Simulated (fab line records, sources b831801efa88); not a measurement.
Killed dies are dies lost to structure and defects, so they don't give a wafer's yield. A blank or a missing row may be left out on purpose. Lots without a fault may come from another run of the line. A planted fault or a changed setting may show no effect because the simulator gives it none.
Problem report in the 8D (eight disciplines) form, filled by code | flow sky130 | the parts of the form that need people (team, actions taken, sign-off) are left out

1. THE PROBLEM
SD_N_RS at SKY_SD_N_RS_MEAS_16 reads a mean of 70.17 ohm/sq on 4 wafers of 2 lots; wafers without a fault read 68.55 ohm/sq with a standard deviation of 0.096. That is +17 standard deviations from the usual mean.
The step: measures by four-point-probe.
First seen on wafer L722.1, day 34 11:46, on film_metro-01. The record holds 31 wafers of 11 lots with a number at this step. Rule for "out", or "out of limits": more than 4 standard deviations from the usual mean. The other wafers with a number count as sound.

2. WHAT IT IS AND WHAT IT IS NOT
question                    | is                     | is not
which readings at this step | SD_N_RS                | -
which lots                  | L722, L724             | L703, L705, L706, L710, L711, L712, L714, L715, L725
which wafers of those lots  | all that have a number | -
read on which gauges        | film_metro-01          | film_metro-03, film_metro-04
when                        | from day 34 11:46      | up to then (24 sound wafers); but 3 sound wafers of L725 came after

3. SUSPECTS, AND WHAT RULES EACH OUT
Counting: a tool at a process step up to the reading stays a suspect if it ran every lot that is out and no sound lot after the first of them.
- the gauge at SKY_SD_N_RS_MEAS_16: ruled out. All the wafers that are out were read on film_metro-01, but those of them that SKY_SD_N_IMPLANT_09 has rows for are out there too, on other tools.
- rie_si-02 at SKY_FIELD_ISO_ETCH_17 (etches Si in HBr/Cl2/O2, target depth 342 nm, time 97.7 s): ruled out as a lasting fault. Sound lots L725 ran on it after its first lot that is out, L722 (day 6 11:03).
- implanter-01 at SKY_SD_N_IMPLANT_09: kept. It ran every lot that is out, first L722 (day 34 11:05), and no sound lot after that; its last sound lot up to then is L714 (day 32 06:17). Its own readings are out on those wafers: faraday_current_uA.
- plasma_asher-01 at SKY_SD_N_STRIP_11 (strips in O2/N2): ruled out as a lasting fault. Sound lots L725 ran on it after its first lot that is out, L722 (day 34 11:23).
Left after counting: implanter-01 at SKY_SD_N_IMPLANT_09.

4. THE CAUSE (what the simulator had put in)
Process parameter drift: implanter-01, from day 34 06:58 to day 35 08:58, at SKY_SD_N_IMPLANT_09. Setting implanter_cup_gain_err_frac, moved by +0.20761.
Counting left only this tool.

5. THE CHAIN OF EFFECTS, in route order
Each row: a reading whose mean over the struck wafers that have a number lies more than 3 standard deviations from the usual. Only readings for which the record gives a usual standard deviation are gone through. hours: the time from each lot's start at the first step in this table that gives one to its start at this step, as a median over the lots. sigmas: the change in usual standard deviations.
hours | step                | reading                  | usual        | on struck wafers | change | sigmas
0     | SKY_SD_N_IMPLANT_09 | beam_on_s                | 19.6 s       | 16.4             | -3.2   | -4.2
0     | SKY_SD_N_IMPLANT_09 | faraday_current_uA       | 11203        | 13401            | +2198  | +5.2
0     | SKY_SD_N_STRIP_11   | strip_time_to_endpoint_s | 22.58 s      | 21.89            | -0.68  | -19
1     | SKY_SD_N_RS_MEAS_16 | SD_N_RS                  | 68.55 ohm/sq | 70.17            | +1.62  | +17
The process steps in it:
- SKY_SD_N_IMPLANT_09
- SKY_SD_N_STRIP_11: strips in O2/N2.
Later measuring or inspecting steps at which every struck wafer that the step has a row for has a number for every such reading, and none has moved that far: SKY_VIA1_THK_MEAS_01.

6. WHAT WOULD HAVE CAUGHT IT SOONER
In this record the first reading out of limits at a measuring or inspecting step was taken at day 34 11:46, 5 hours after the fault began at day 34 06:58.
The tool's own readings at SKY_SD_N_IMPLANT_09 were out on every struck wafer that the step has a row for (faraday_current_uA): an alarm limit on them would have fired on the first of those.
Of the lots that are out (2), L724 began SKY_SD_N_IMPLANT_09 on implanter-01 after day 34 11:46. A hold on the tool at that time would have spared it.
